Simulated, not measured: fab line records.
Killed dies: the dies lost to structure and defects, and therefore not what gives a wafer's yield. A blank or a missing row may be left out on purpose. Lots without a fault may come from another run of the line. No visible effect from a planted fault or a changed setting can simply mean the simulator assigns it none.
Which of the tools did it?    flow sky130    Sampling: 12 lots, 36 wafers, 5 of 708 route steps

== WHAT THE GAUGES READ, wafer by wafer ==
SKY_METAL3_OVL_MEAS_14.
lot   measured      on          METAL3_OVL (nm)
L075  day 39 08:56  overlay-01  -2 8 4
L077  day 39 10:34  overlay-02  -9 -1 -10
L079  day 40 03:50  overlay-02  -2 3 3
L081  day 40 19:45  overlay-02  3 0 0
L083  day 41 10:19  overlay-01  -5 -3 3
L085  day 41 18:18  overlay-01  1 1 1
L087  day 42 14:11  overlay-02  -1 12 4
L089  day 43 02:03  overlay-01  5 3 -3
L093  day 44 16:35  overlay-01  1 1 4
L091  day 44 18:47  overlay-02  -1 7 -2
L092  day 44 21:57  overlay-01  -8 -2 0
L097  day 45 03:02  overlay-02  -2 14 2

== EACH LOT AND THE TOOL THAT RAN IT (in order: tool; ch and the chambers of the sampled wafers; start) ==
lot   SKY_CONTACT_STRIP_19                  SKY_METAL2_STRIP_20                   SKY_VIA2_STRIP_16                     SKY_METAL3_SPUTTER_00
L075  plasma asher-03 ch 0,1, day 32 13:30  plasma asher-02 ch 0,1, day 36 01:15  plasma asher-03 ch 0,1, day 37 04:31  pvd sputter-01, day 37 05:47
L077  plasma asher-02 ch 0,1, day 32 15:33  plasma asher-04 ch 0,1, day 36 03:03  plasma asher-01 ch 0,1, day 37 05:35  pvd sputter-02, day 37 06:50
L079  plasma asher-01 ch 0,1, day 33 09:22  plasma asher-03 ch 0,1, day 36 20:55  plasma asher-03 ch 0,1, day 37 23:01  pvd sputter-02, day 38 00:16
L081  plasma asher-01 ch 0,1, day 34 01:43  plasma asher-02 ch 1, day 37 13:18    plasma asher-01 ch 0,1, day 38 15:05  pvd sputter-02, day 38 16:22
L083  plasma asher-01 ch 0,1, day 34 18:27  plasma asher-02 ch 0,1, day 38 04:36  plasma asher-01 ch 0,1, day 39 06:43  pvd sputter-02, day 39 07:58
L085  plasma asher-03 ch 0,1, day 35 03:32  plasma asher-04 ch 0,1, day 38 13:37  plasma asher-02 ch 0,1, day 39 15:44  pvd sputter-04, day 39 17:02
L087  plasma asher-01 ch 0,1, day 36 01:22  plasma asher-02 ch 0,1, day 39 09:47  plasma asher-02 ch 0,1, day 40 11:26  pvd sputter-04, day 40 12:44
L089  plasma asher-01 ch 0,1, day 36 13:08  plasma asher-04 ch 0,1, day 39 21:22  plasma asher-03 ch 0,1, day 40 23:18  pvd sputter-04, day 41 00:35
L093  plasma asher-03 ch 0, day 38 10:19    plasma asher-02 ch 0,1, day 41 15:56  plasma asher-01 ch 0,1, day 42 17:52  pvd sputter-02, day 42 19:08
L091  plasma asher-01 ch 0,1, day 38 13:08  plasma asher-02 ch 0,1, day 41 19:51  plasma asher-03 ch 0,1, day 42 21:41  pvd sputter-01, day 42 22:57
L092  plasma asher-02 ch 0,1, day 38 14:52  plasma asher-03 ch 0,1, day 41 22:35  plasma asher-02 ch 0,1, day 43 00:47  pvd sputter-04, day 43 02:15
L097  plasma asher-03 ch 0,1, day 38 22:32  plasma asher-04 ch 0,1, day 42 05:28  plasma asher-01 ch 0,1, day 43 06:59  pvd sputter-02, day 43 08:17
- SKY_CONTACT_STRIP_19: strips in O2/N2.
- SKY_METAL2_STRIP_20: strips in O2/N2.
- SKY_VIA2_STRIP_16: strips in O2/N2.
- SKY_METAL3_SPUTTER_00: material Ti, target thk 15 nm, time 10 s.

== THE ANSWER, worked out from the rows above alone ==
Rule: the usual values come from the lots themselves. Put in order of their means at a reading, lots are off if they are a third of the lots or fewer, leave a main group of 4 or more, and stand apart from it by a gap of 3 or more times the standard deviation of the main group's means; of several such gaps the widest counts. If all means in a main group match to the digits the tables above print for the reading, that group is not used. Also off: a lot with no number at a reading for which 4 or more lots have one. Any other lot the step has rows for is counted as sound.
No lot is off on any of the readings shown, so nothing can be concluded from this.

== WHAT THE SIMULATOR HAD PUT IN ==
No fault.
